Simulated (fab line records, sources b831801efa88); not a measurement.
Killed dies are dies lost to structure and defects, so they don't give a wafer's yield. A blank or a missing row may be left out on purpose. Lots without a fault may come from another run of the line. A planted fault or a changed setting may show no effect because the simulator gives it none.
Which tool did it? | flow sky130 | 24 lots, 72 wafers sampled, at 2 steps of a route of 708

WHAT THE GAUGES READ, wafer by wafer
SKY_CAPM_OVL_MEAS_12.
lot  | measured     | on         | CAPM_OVL (nm)
L074 | day 37 19:45 | overlay-02 | 0.4 0.2 1.7
L075 | day 38 05:13 | overlay-01 | -1.5 0.4 0.5
L076 | day 38 09:19 | overlay-01 | -1.0 -0.8 -0.9
L077 | day 38 23:57 | overlay-02 | 2.5 -1.0 1.3
L079 | day 39 18:07 | overlay-02 | -0.7 0.2 -0.4
L080 | day 39 19:15 | overlay-02 | -1.6 0.6 -0.7
L078 | day 39 19:49 | overlay-02 | 1.9 0.0 -0.8
L081 | day 39 21:40 | overlay-01 | -0.8 -2.5 -2.2
L082 | day 40 17:06 | overlay-01 | -0.4 -1.5 -0.7
L083 | day 40 19:33 | overlay-02 | 3.2 -0.1 0.5
L085 | day 41 00:43 | overlay-02 | -2.2 -1.5 -1.3
L084 | day 41 06:15 | overlay-01 | -4.2 -1.7 -1.9
L086 | day 41 10:28 | overlay-01 | -0.7 -1.9 -2.4
L087 | day 41 19:49 | overlay-01 | -2.3 -0.7 -1.0
L088 | day 42 00:51 | overlay-02 | -1.2 -0.4 -2.6
L089 | day 42 09:27 | overlay-02 | 2.2 0.0 0.7
L090 | day 42 16:13 | overlay-01 | -1.3 0.4 -0.5
L092 | day 43 04:46 | overlay-01 | 1.1 0.7 1.7
L091 | day 43 10:30 | overlay-02 | -2.2 -0.6 -3.3
L093 | day 43 11:36 | overlay-01 | 0.5 1.5 0.3
L094 | day 43 19:28 | overlay-02 | 0.3 -1.0 -0.4
L096 | day 44 02:31 | overlay-02 | 2.1 0.7 1.7
L095 | day 44 07:04 | overlay-01 | -1.0 0.0 0.3
L097 | day 44 20:00 | overlay-01 | -2.1 -1.9 -0.9

SKY_VIA3_RS_MEAS_22: measures by four-point-probe.
lot  | measured     | on            | VIA3_W_RS (ohm/sq)
L074 | day 40 01:53 | film_metro-01 | 0.285 0.295 0.288
L075 | day 40 10:34 | film_metro-03 | 0.283 0.292 0.280
L076 | day 40 14:37 | film_metro-04 | 0.303 0.297 0.301
L077 | day 41 04:26 | film_metro-04 | 0.292 0.290 0.295
L079 | day 41 21:41 | film_metro-03 | 0.285 0.300 0.301
L080 | day 41 22:36 | film_metro-01 | 0.299 0.292 0.300
L078 | day 41 23:26 | film_metro-03 | 0.300 0.296 0.302
L081 | day 42 02:02 | film_metro-01 | 0.297 0.283 0.294
L082 | day 42 20:35 | film_metro-03 | 0.283 0.293 0.285
L083 | day 42 22:43 | film_metro-01 | 0.302 0.301 0.301
L085 | day 43 03:59 | film_metro-03 | 0.297 0.294 0.296
L084 | day 43 09:47 | film_metro-01 | 0.290 0.282 0.292
L086 | day 43 14:04 | film_metro-01 | 0.294 0.292 0.284
L087 | day 43 22:23 | film_metro-01 | 0.294 0.293 0.286
L088 | day 44 01:50 | film_metro-04 | 0.284 0.288 0.296
L089 | day 44 11:20 | film_metro-04 | 0.289 0.294 0.295
L090 | day 44 17:18 | film_metro-04 | 0.296 0.296 0.297
L092 | day 45 05:34 | film_metro-04 | 0.288 0.285 0.297
L091 | day 45 11:17 | film_metro-03 | 0.293 0.285 0.292
L093 | day 45 11:35 | film_metro-04 | 0.299 0.297 0.301
L094 | day 45 18:59 | film_metro-04 | 0.283 0.293 0.287
L096 | day 46 02:36 | film_metro-04 | 0.287 0.289 0.293
L095 | day 46 06:38 | film_metro-04 | 0.299 0.303 0.301
L097 | day 46 17:14 | film_metro-03 | 0.302 0.295 0.304

WHICH TOOL RAN EACH LOT (tool, then ch and the chambers of the sampled wafers, then the start)
The record holds no process step before these readings.

WHAT THE TOOLS THEMSELVES READ (means of the sampled wafers that have a number; where no wafer has one, the mark that the record gives instead)
The record holds no such reading with a usual standard deviation.

THE ANSWER, worked out from the rows above alone
Rule: what is usual is taken from the lots themselves. Put in order of their means at a reading, lots are off if they are a third of the lots or fewer, leave a main group of 4 or more, and stand apart from it by a gap of 3 or more times the standard deviation of the main group's means; of several such gaps the widest counts. A main group whose means are all the same, to the digits that the tables above print for the reading, isn't used. A lot without any number at a reading at which 4 lots or more have one is off too. The other lots that the step has rows for count as sound. The gauges are gone through in route order, then the tools' own readings, and for those a lot's mean is taken as printed above. The first step at which some lot is off is used, and at that step the reading that is off furthest; a lot without a number counts as furthest.
No lot is off at any reading shown: from this, nothing can be told.

WHAT THE SIMULATOR HAD PUT IN
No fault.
